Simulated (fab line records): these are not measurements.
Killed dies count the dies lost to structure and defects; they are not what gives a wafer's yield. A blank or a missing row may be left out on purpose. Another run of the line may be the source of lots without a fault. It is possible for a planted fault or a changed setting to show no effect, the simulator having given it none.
The tool behind it: which one? ; flow sky130 ; 30 wafers from 10 lots sampled at 5 of the route's 708 steps

## WHAT THE GAUGES READ, wafer by wafer
No reading from a measuring or inspecting step in the record can be judged against a usual standard deviation.

## WHICH TOOL RAN EACH LOT (tool, then ch and the chambers of the sampled wafers, then the start)
lot;SKY_LOCAL_INTERCONNECT_ETCH_13;SKY_CONTACT_CMP_27;SKY_METAL1_SPUTTER_03;SKY_METAL4_METAL_ETCH_18;SKY_METAL4_STRIP_19
L251;rie_metal-04 ch 0,1, day 32 02:07;cmp-02 ch 0,2,3, day 33 08:19;pvd_sputter-03, day 33 08:35;rie_metal-01 ch 0,1, day 43 06:23;plasma_asher-01 ch 0,1, day 43 06:34
L252;rie_metal-02 ch 0,1, day 32 03:43;cmp-01 ch 0,1,2, day 33 09:50;pvd_sputter-03, day 33 10:13;rie_metal-01 ch 0,1, day 43 08:13;plasma_asher-03 ch 0,1, day 43 08:23
L254;rie_metal-04 ch 0,1, day 32 16:05;cmp-02 ch 0,1,3, day 33 21:14;pvd_sputter-02, day 33 21:37;rie_metal-02 ch 0,1, day 43 19:24;plasma_asher-04 ch 0,1, day 43 19:34
L258;rie_metal-04 ch 0,1, day 34 03:38;cmp-01 ch 2,3, day 35 07:41;pvd_sputter-04, day 35 08:04;rie_metal-02 ch 0,1, day 44 23:36;plasma_asher-03 ch 0,1, day 44 23:46
L263;rie_metal-01 ch 0,1, day 35 20:14;cmp-01 ch 0,3, day 37 00:36;pvd_sputter-04, day 37 00:58;rie_metal-01 ch 0,1, day 46 09:27;plasma_asher-03 ch 0,1, day 46 09:37
L262;rie_metal-02 ch 0,1, day 35 22:17;cmp-02 ch 0,1,2, day 37 02:54;pvd_sputter-04, day 37 03:08;rie_metal-02 ch 0,1, day 46 11:13;plasma_asher-01 ch 0,1, day 46 11:22
L265;rie_metal-02 ch 0,1, day 36 12:20;cmp-01 ch 1,2,3, day 37 15:58;pvd_sputter-02, day 37 16:14;rie_metal-02 ch 0,1, day 46 20:44;plasma_asher-01 ch 0, day 46 20:55
L264;rie_metal-01 ch 1, day 36 16:34;cmp-02 ch 1,2,3, day 37 20:31;pvd_sputter-04, day 37 20:47;rie_metal-02 ch 0,1, day 47 00:20;plasma_asher-01 ch 0,1, day 47 00:31
L269;rie_metal-02 ch 0,1, day 37 12:11;cmp-02 ch 0,2,3, day 38 16:52;pvd_sputter-02, day 38 17:14;rie_metal-01 ch 0,1, day 47 16:43;plasma_asher-01 ch 0,1, day 47 16:53
L270;rie_metal-02 ch 0,1, day 37 16:56;cmp-02 ch 1,2,3, day 38 22:26;pvd_sputter-03, day 38 22:43;rie_metal-01 ch 0,1, day 47 19:43;plasma_asher-03 ch 0,1, day 47 19:53
- SKY_LOCAL_INTERCONNECT_ETCH_13: etches BARC in N2/H2, stops on SiO2, time 45.9 s, target depth 60 nm.
- SKY_CONTACT_CMP_27: polishes, stops on SiO2, t overpolish 15 s, target thk 0 nm.
- SKY_METAL1_SPUTTER_03: material Ti, target thk 5 nm, time 3.3 s.
- SKY_METAL4_METAL_ETCH_18: etches the open film in Cl2/BCl3, stops on SiO2, target depth 845 nm, time 183.1 s.
- SKY_METAL4_STRIP_19: strips in O2/N2.

## AS READ BY THE TOOLS THEMSELVES (means over the sampled wafers that have a number; for cases with no such wafer, the mark the record gives instead)
SKY_LOCAL_INTERCONNECT_ETCH_13. Usual: drypump_motor_current_A 5.9 A, standard deviation 0.38; oes_product_au 0.855 a.u., standard deviation 0.0052; rf_fwd_power_W 494.9 W, standard deviation 2.5; throttle_valve_pct 13.224 %, standard deviation 0.01.
lot;tool;drypump_motor_current_A (A);oes_product_au (a.u.);rf_fwd_power_W (W);throttle_valve_pct (%);flag
L251;rie_metal-04;5.5;0.857;497.3;13.228;
L252;rie_metal-02;6.3;0.856;493.4;13.235;
L254;rie_metal-04;5.6;0.853;493.5;13.226;
L258;rie_metal-04;5.6;0.848;494.9;13.226;
L263;rie_metal-01;6.1;0.850;495.3;13.223;
L262;rie_metal-02;6.1;0.850;494.9;13.216;
L265;rie_metal-02;6.1;0.853;494.4;13.216;
L264;rie_metal-01;6.0;0.854;495.8;13.225;
L269;rie_metal-02;6.1;0.851;496.3;13.229;
L270;rie_metal-02;6.3;0.854;494.1;13.222;

SKY_CONTACT_CMP_27. Usual: motor_current_A 10.7 A, standard deviation 0.77; overpolish_run_s 14.999 s, standard deviation 0.01; time_to_endpoint_s 82 s, standard deviation 3.8.
lot;tool;motor_current_A (A);overpolish_run_s (s);time_to_endpoint_s (s);flag
L251;cmp-02;10.8;15.007;78;
L252;cmp-01;10.8;14.999;74;
L254;cmp-02;10.4;15.005;84;
L258;cmp-01;10.3;14.999;82;
L263;cmp-01;11.3;15.002;78;
L262;cmp-02;10.8;15.000;86;
L265;cmp-01;10.3;14.999;78;
L264;cmp-02;9.9;14.999;83;
L269;cmp-02;10.7;14.996;86;
L270;cmp-02;10.2;15.003;85;

SKY_METAL1_SPUTTER_03. Usual: throttle_valve_pct reads 31.0 % (standard deviation 1.3).
lot;tool;throttle_valve_pct (%);flag
L251;pvd_sputter-03;29.9;
L252;pvd_sputter-03;31.0;
L254;pvd_sputter-02;30.7;
L258;pvd_sputter-04;32.4;
L263;pvd_sputter-04;31.8;
L262;pvd_sputter-04;31.3;
L265;pvd_sputter-02;29.9;
L264;pvd_sputter-04;30.9;
L269;pvd_sputter-02;32.1;
L270;pvd_sputter-03;30.5;

SKY_METAL4_METAL_ETCH_18. Usual: drypump_motor_current_A 6.1 A, standard deviation 0.32; oes_product_au 0.868 a.u., standard deviation 0.0067; rf_fwd_power_W 896 W, standard deviation 3.1; throttle_valve_pct 22.264 %, standard deviation 0.0088.
lot;tool;drypump_motor_current_A (A);oes_product_au (a.u.);rf_fwd_power_W (W);throttle_valve_pct (%);flag
L251;rie_metal-01;6.1;0.863;895;22.266;
L252;rie_metal-01;6.1;0.871;897;22.261;
L254;rie_metal-02;6.3;0.869;898;22.261;
L258;rie_metal-02;6.1;0.868;892;22.260;
L263;rie_metal-01;6.1;0.860;895;22.266;
L262;rie_metal-02;6.1;0.872;943;22.261;OFF
L265;rie_metal-02;6.3;0.863;991;22.276;OFF
L264;rie_metal-02;6.3;0.864;990;22.269;OFF
L269;rie_metal-01;6.1;0.869;897;22.270;
L270;rie_metal-01;6.0;0.864;894;22.261;

SKY_METAL4_STRIP_19. Usual: drypump_motor_current_A 5.7 A, standard deviation 0.43; oes_product_au 0.503 a.u., standard deviation 0.0048; strip_time_to_endpoint_s 6.56 s, standard deviation 0.058.
lot;tool;drypump_motor_current_A (A);oes_product_au (a.u.);strip_time_to_endpoint_s (s);flag
L251;plasma_asher-01;5.3;0.502;6.56;
L252;plasma_asher-03;6.3;0.502;6.52;
L254;plasma_asher-04;5.8;0.506;6.54;
L258;plasma_asher-03;6.2;0.501;6.59;
L263;plasma_asher-03;6.3;0.502;6.52;
L262;plasma_asher-01;5.5;0.496;6.30;OFF
L265;plasma_asher-01;5.1;0.481;6.02;OFF
L264;plasma_asher-01;5.3;0.487;6.07;OFF
L269;plasma_asher-01;5.5;0.501;6.55;
L270;plasma_asher-03;6.0;0.503;6.51;

## THE ANSWER, worked out from the rows above alone
Rule: take the mean of a lot's wafers that have a number; if it is more than 3 standard deviations from the usual mean, the lot is off. Also off: a lot with no number at a reading for which 4 or more lots have one. Any other lot the step has rows for is counted as sound. First the gauges in route order, then the tools' own readings, where a lot's mean is used as printed above. At the first step where some lot is off, the reading lying furthest off is the one used; lots without a number count as furthest.
Off: L262, L265, L264 (SKY_METAL4_METAL_ETCH_18, rf_fwd_power_W).
If a tool, at that step or one of the process steps before it, ran each lot that is off and ran no sound lot following the first of them, it fits. One fits: SKY_METAL4_METAL_ETCH_18 on rie_metal-02. A fault onset in the window from L258 (day 44 23:36, its last sound lot) to L262 (day 46 11:13, its first lot off) fits.
The tool's own readings at SKY_METAL4_METAL_ETCH_18 bear it out: on the lots that are off they differ by more than 5 times the standard deviation of the sound lots' means. rf_fwd_power_W reads 975 W there against 895 W on the sound lots.

## WHAT THE SIMULATOR HAD PUT IN
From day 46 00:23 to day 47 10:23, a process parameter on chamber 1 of rie_metal-02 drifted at SKY_METAL4_METAL_ETCH_18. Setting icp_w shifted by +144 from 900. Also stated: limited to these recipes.
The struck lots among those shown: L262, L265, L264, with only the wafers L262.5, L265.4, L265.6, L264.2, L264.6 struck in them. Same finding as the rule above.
